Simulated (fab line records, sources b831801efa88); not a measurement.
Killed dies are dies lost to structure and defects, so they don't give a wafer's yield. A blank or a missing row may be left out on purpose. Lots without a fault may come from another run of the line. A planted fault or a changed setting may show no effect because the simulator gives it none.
Which tool did it? | flow gf180mcu | 24 lots, 72 wafers sampled, at 6 steps of a route of 602

WHAT THE GAUGES READ, wafer by wafer
GF_V3_CD_MEAS_14: target cd 260 nm. Usual: cd_nm 260.3 nm, standard deviation 0.92.
lot  | measured     | on        | cd_nm (nm)        | flag
L074 | day 22 05:51 | cd_sem-01 | 262.1 261.7 261.4 |
L075 | day 22 19:17 | cd_sem-02 | 258.4 258.3 257.5 |
L076 | day 22 21:37 | cd_sem-02 | 261.0 258.7 260.4 |
L077 | day 23 14:06 | cd_sem-02 | 259.9 260.9 259.6 |
L078 | day 24 02:43 | cd_sem-02 | 260.8 260.0 260.9 |
L079 | day 24 03:40 | cd_sem-01 | 260.9 260.4 261.2 |
L080 | day 24 22:34 | cd_sem-02 | 261.4 260.1 259.8 |
L081 | day 24 22:55 | cd_sem-02 | 260.9 260.3 261.1 |
L082 | day 25 05:42 | cd_sem-02 | 262.5 261.8 260.9 |
L083 | day 25 15:39 | cd_sem-01 | 260.3 260.8 260.1 |
L084 | day 26 02:24 | cd_sem-02 | 261.3 260.2 260.8 |
L085 | day 26 06:11 | cd_sem-02 | 259.4 259.0 259.2 |
L086 | day 26 15:52 | cd_sem-02 | 260.8 261.6 260.2 |
L087 | day 26 19:33 | cd_sem-01 | 259.4 259.8 259.2 |
L088 | day 27 06:28 | cd_sem-01 | 259.4 259.6 259.9 |
L089 | day 27 17:02 | cd_sem-02 | 260.4 260.1 259.8 |
L090 | day 28 03:37 | cd_sem-02 | 261.2 260.1 260.5 |
L091 | day 28 04:24 | cd_sem-02 | 261.5 260.0 260.3 |
L092 | day 28 08:32 | cd_sem-01 | 260.3 260.3 261.5 |
L093 | day 28 19:42 | cd_sem-01 | 261.4 261.1 260.3 |
L094 | day 29 02:03 | cd_sem-02 | 259.1 259.9 259.2 |
L095 | day 29 04:33 | cd_sem-01 | 259.6 259.9 259.7 |
L096 | day 29 10:34 | cd_sem-02 | 259.4 259.6 259.7 |
L097 | day 29 19:16 | cd_sem-02 | 260.0 260.6 260.4 |

GF_MIM_RS_MEAS_10: measures by four-point-probe. Usual: MIM_ALCU_RS 0.1589 ohm/sq, standard deviation 0.0018.
lot  | measured     | on            | MIM_ALCU_RS (ohm/sq) | flag
L074 | day 24 08:20 | film_metro-01 | 0.1584 0.1592 0.1572 |
L075 | day 24 21:22 | film_metro-01 | 0.1562 0.1544 0.1555 |
L076 | day 24 23:43 | film_metro-01 | 0.1583 0.1584 0.1575 |
L077 | day 25 15:36 | film_metro-03 | 0.1590 0.1628 0.1593 |
L078 | day 26 02:43 | film_metro-01 | 0.1576 0.1586 0.1586 |
L079 | day 26 03:58 | film_metro-03 | 0.1598 0.1593 0.1599 |
L080 | day 26 21:44 | film_metro-03 | 0.1603 0.1587 0.1579 |
L081 | day 26 22:11 | film_metro-01 | 0.1618 0.1591 0.1612 |
L082 | day 27 04:34 | film_metro-04 | 0.1608 0.1611 0.1570 |
L083 | day 27 16:07 | film_metro-01 | 0.1577 0.1558 0.1579 |
L084 | day 27 23:11 | film_metro-01 | 0.1589 0.1621 0.1591 |
L085 | day 28 03:44 | film_metro-04 | 0.1576 0.1557 0.1592 |
L086 | day 28 12:30 | film_metro-04 | 0.1579 0.1606 0.1560 |
L087 | day 28 16:50 | film_metro-03 | 0.1606 0.1613 0.1582 |
L088 | day 29 02:43 | film_metro-01 | 0.1607 0.1577 0.1571 |
L089 | day 29 12:37 | film_metro-01 | 0.1582 0.1613 0.1579 |
L090 | day 29 22:24 | film_metro-03 | 0.1570 0.1591 0.1587 |
L091 | day 29 22:28 | film_metro-04 | 0.1544 0.1590 0.1563 |
L092 | day 30 04:04 | film_metro-03 | 0.1598 0.1561 0.1598 |
L093 | day 30 13:46 | film_metro-03 | 0.1612 0.1580 0.1580 |
L094 | day 30 18:41 | film_metro-03 | 0.1573 0.1543 0.1584 |
L095 | day 30 23:12 | film_metro-04 | 0.1591 0.1585 0.1596 |
L096 | day 31 04:08 | film_metro-04 | 0.1563 0.1575 0.1587 |
L097 | day 31 12:40 | film_metro-03 | 0.1570 0.1599 0.1574 |

GF_M5_CD_MEAS_07: target cd 280 nm. Usual: cd_nm 280.2 nm, standard deviation 1.4.
lot  | measured     | on        | cd_nm (nm)        | flag
L074 | day 26 02:57 | cd_sem-01 | 282.1 281.3 281.3 |
L075 | day 26 15:37 | cd_sem-01 | 281.4 282.1 281.7 |
L076 | day 26 17:13 | cd_sem-02 | 279.4 280.0 280.2 |
L077 | day 27 08:57 | cd_sem-01 | 280.5 281.2 280.4 |
L078 | day 27 19:36 | cd_sem-01 | 278.3 278.8 278.3 |
L079 | day 27 20:43 | cd_sem-02 | 281.8 280.0 280.0 |
L080 | day 28 14:08 | cd_sem-01 | 281.3 280.6 281.9 |
L081 | day 28 13:11 | cd_sem-01 | 277.6 278.9 278.2 |
L082 | day 28 19:31 | cd_sem-02 | 279.3 278.6 279.0 |
L083 | day 29 06:11 | cd_sem-01 | 279.6 280.8 281.4 |
L084 | day 29 12:55 | cd_sem-01 | 279.3 279.9 279.4 |
L085 | day 29 18:19 | cd_sem-01 | 280.9 281.1 281.4 |
L086 | day 30 02:32 | cd_sem-01 | 280.0 280.9 281.5 |
L087 | day 30 06:45 | cd_sem-02 | 280.3 280.2 278.5 |
L088 | day 30 15:25 | cd_sem-02 | 278.5 279.7 278.3 |
L089 | day 31 01:17 | cd_sem-02 | 281.2 280.8 280.6 |
L090 | day 31 10:25 | cd_sem-01 | 279.7 279.1 279.3 |
L091 | day 31 12:27 | cd_sem-02 | 279.3 279.2 279.1 |
L092 | day 31 15:10 | cd_sem-02 | 283.6 281.2 281.2 |
L093 | day 32 00:31 | cd_sem-02 | 283.2 282.4 283.2 |
L094 | day 32 04:58 | cd_sem-02 | 280.6 281.0 280.7 |
L095 | day 32 10:08 | cd_sem-02 | 279.5 278.8 280.4 |
L096 | day 32 13:54 | cd_sem-01 | 279.3 277.9 278.3 |
L097 | day 32 21:52 | cd_sem-02 | 280.0 277.9 279.1 |

GF_M5_OVL_MEAS_08. Usual: M5_OVL 3 nm, standard deviation 6.1.
lot  | measured     | on         | M5_OVL (nm) | flag
L074 | day 26 03:04 | overlay-02 | 3 -8 8      |
L075 | day 26 15:42 | overlay-02 | 12 11 4     |
L076 | day 26 17:20 | overlay-02 | 1 4 11      |
L077 | day 27 09:04 | overlay-01 | -1 4 1      |
L078 | day 27 19:43 | overlay-01 | 4 2 0       |
L079 | day 27 20:50 | overlay-01 | 1 -5 7      |
L080 | day 28 14:14 | overlay-02 | 8 16 1      |
L081 | day 28 13:19 | overlay-01 | 6 -2 2      |
L082 | day 28 19:38 | overlay-01 | -4 8 1      |
L083 | day 29 06:19 | overlay-01 | -3 -6 -7    |
L084 | day 29 13:02 | overlay-02 | 1 10 7      |
L085 | day 29 18:25 | overlay-02 | 2 10 6      |
L086 | day 30 02:36 | overlay-02 | 1 9 -4      |
L087 | day 30 06:52 | overlay-01 | 6 -1 5      |
L088 | day 30 15:32 | overlay-02 | 5 -6 -4     |
L089 | day 31 01:23 | overlay-01 | 7 8 17      |
L090 | day 31 10:31 | overlay-02 | 12 12 -1    |
L091 | day 31 12:34 | overlay-01 | 3 5 10      |
L092 | day 31 15:17 | overlay-01 | 8 4 -2      |
L093 | day 32 00:38 | overlay-01 | 15 4 10     |
L094 | day 32 05:05 | overlay-02 | -5 3 -3     |
L095 | day 32 10:16 | overlay-02 | 9 3 13      |
L096 | day 32 14:01 | overlay-01 | -7 0 4      |
L097 | day 32 21:58 | overlay-01 | 7 4 -1      |

WHICH TOOL RAN EACH LOT (tool, then ch and the chambers of the sampled wafers, then the start)
lot  | GF_V1_ETCH_17                                 | GF_V3_CVD_23
L074 | rie_diel-03 ch 0,2,3, day 22 05:51 or earlier | cvd_w-01 ch 0, day 22 06:48
L075 | rie_diel-03 ch 1,2, day 22 19:17 or earlier   | cvd_w-02 ch 0,1, day 22 20:14
L076 | rie_diel-01 ch 0,1,3, day 22 21:37 or earlier | cvd_w-01 ch 0,1, day 22 22:31
L077 | rie_diel-03 ch 1,2,3, day 23 14:06 or earlier | cvd_w-02 ch 0,1, day 23 15:01
L078 | rie_diel-03 ch 1,2,3, day 24 02:43 or earlier | cvd_w-02 ch 0,1, day 24 03:39
L079 | rie_diel-01 ch 0,1,3, day 24 03:40 or earlier | cvd_w-01 ch 0,1, day 24 04:35
L080 | rie_diel-04 ch 0,1,2, day 24 22:34 or earlier | cvd_w-02 ch 1, day 24 23:32
L081 | rie_diel-01 ch 1,2, day 24 22:55 or earlier   | cvd_w-01 ch 0,1, day 24 23:50
L082 | rie_diel-03 ch 0,2, day 25 05:42 or earlier   | cvd_w-02 ch 0,1, day 25 06:37
L083 | rie_diel-01 ch 1,2,3, day 25 15:39 or earlier | cvd_w-02 ch 0,1, day 25 16:34
L084 | rie_diel-03 ch 0,2, day 26 02:24 or earlier   | cvd_w-01 ch 0,1, day 26 03:22
L085 | rie_diel-01 ch 0,2,3, day 26 06:11 or earlier | cvd_w-02 ch 0,1, day 26 07:06
L086 | rie_diel-03 ch 0,1,3, day 26 15:52 or earlier | cvd_w-01 ch 0,1, day 26 16:45
L087 | rie_diel-03 ch 0,1,3, day 26 19:33 or earlier | cvd_w-02 ch 0,1, day 26 20:28
L088 | rie_diel-03 ch 0,1,2, day 27 06:28 or earlier | cvd_w-01 ch 0,1, day 27 07:29
L089 | rie_diel-01 ch 0,1, day 27 17:02 or earlier   | cvd_w-01 ch 0,1, day 27 17:58
L090 | rie_diel-03 ch 1,3, day 28 03:37 or earlier   | cvd_w-02 ch 0,1, day 28 04:31
L091 | rie_diel-01 ch 0,1, day 28 04:24 or earlier   | cvd_w-01 ch 0, day 28 05:23
L092 | rie_diel-01 ch 0,1,3, day 28 08:32 or earlier | cvd_w-01 ch 0,1, day 28 09:26
L093 | rie_diel-04 ch 1,2,3, day 28 19:42 or earlier | cvd_w-01 ch 0,1, day 28 20:37
L094 | rie_diel-03 ch 0,1,2, day 29 02:03 or earlier | cvd_w-02 ch 0,1, day 29 02:58
L095 | rie_diel-01 ch 0,1,3, day 29 04:33 or earlier | cvd_w-02 ch 1, day 29 05:28
L096 | rie_diel-04 ch 0,3, day 29 10:34 or earlier   | cvd_w-01 ch 0,1, day 29 11:29
L097 | rie_diel-04 ch 1,3, day 29 19:16 or earlier   | cvd_w-02 ch 0,1, day 29 20:30
- GF_V1_ETCH_17: etches SiO2 in C4F8/O2/Ar, stops on TiN, target depth 630 nm.
- GF_V3_CVD_23: deposits W, target thk 350 nm, time 104.9 s.

WHAT THE TOOLS THEMSELVES READ (means of the sampled wafers that have a number; where no wafer has one, the mark that the record gives instead)
GF_V1_ETCH_17. Usual: oes_product_au 0.855 a.u., standard deviation 0.0049.
lot  | tool        | oes_product_au (a.u.) | flag
L074 | rie_diel-03 | 0.857                 |
L075 | rie_diel-03 | 0.850                 |
L076 | rie_diel-01 | 0.856                 |
L077 | rie_diel-03 | 0.855                 |
L078 | rie_diel-03 | 0.862                 |
L079 | rie_diel-01 | 0.860                 |
L080 | rie_diel-04 | 0.860                 |
L081 | rie_diel-01 | 0.855                 |
L082 | rie_diel-03 | 0.856                 |
L083 | rie_diel-01 | 0.859                 |
L084 | rie_diel-03 | 0.856                 |
L085 | rie_diel-01 | 0.861                 |
L086 | rie_diel-03 | 0.855                 |
L087 | rie_diel-03 | 0.858                 |
L088 | rie_diel-03 | 0.854                 |
L089 | rie_diel-01 | 0.855                 |
L090 | rie_diel-03 | 0.852                 |
L091 | rie_diel-01 | 0.851                 |
L092 | rie_diel-01 | 0.854                 |
L093 | rie_diel-04 | 0.852                 |
L094 | rie_diel-03 | 0.855                 |
L095 | rie_diel-01 | 0.855                 |
L096 | rie_diel-04 | 0.853                 |
L097 | rie_diel-04 | 0.855                 |

GF_V3_CVD_23. Usual: heater_power_w 778 W, standard deviation 37.
lot  | tool     | heater_power_w (W) | flag
L074 | cvd_w-01 | 723                |
L075 | cvd_w-02 | 811                |
L076 | cvd_w-01 | 728                |
L077 | cvd_w-02 | 809                |
L078 | cvd_w-02 | 812                |
L079 | cvd_w-01 | 734                |
L080 | cvd_w-02 | 810                |
L081 | cvd_w-01 | 735                |
L082 | cvd_w-02 | 819                |
L083 | cvd_w-02 | 811                |
L084 | cvd_w-01 | 742                |
L085 | cvd_w-02 | 798                |
L086 | cvd_w-01 | 744                |
L087 | cvd_w-02 | 808                |
L088 | cvd_w-01 | 736                |
L089 | cvd_w-01 | 757                |
L090 | cvd_w-02 | 802                |
L091 | cvd_w-01 | 716                |
L092 | cvd_w-01 | 761                |
L093 | cvd_w-01 | 736                |
L094 | cvd_w-02 | 814                |
L095 | cvd_w-02 | 822                |
L096 | cvd_w-01 | 751                |
L097 | cvd_w-02 | 818                |

THE ANSWER, worked out from the rows above alone
Rule: a lot is off if the mean of its wafers that have a number lies more than 3 standard deviations from the usual mean. A lot without any number at a reading at which 4 lots or more have one is off too. The other lots that the step has rows for count as sound. The gauges are gone through in route order, then the tools' own readings, and for those a lot's mean is taken as printed above. The first step at which some lot is off is used, and at that step the reading that is off furthest; a lot without a number counts as furthest.
No lot is off at any reading shown: from this, nothing can be told.

WHAT THE SIMULATOR HAD PUT IN
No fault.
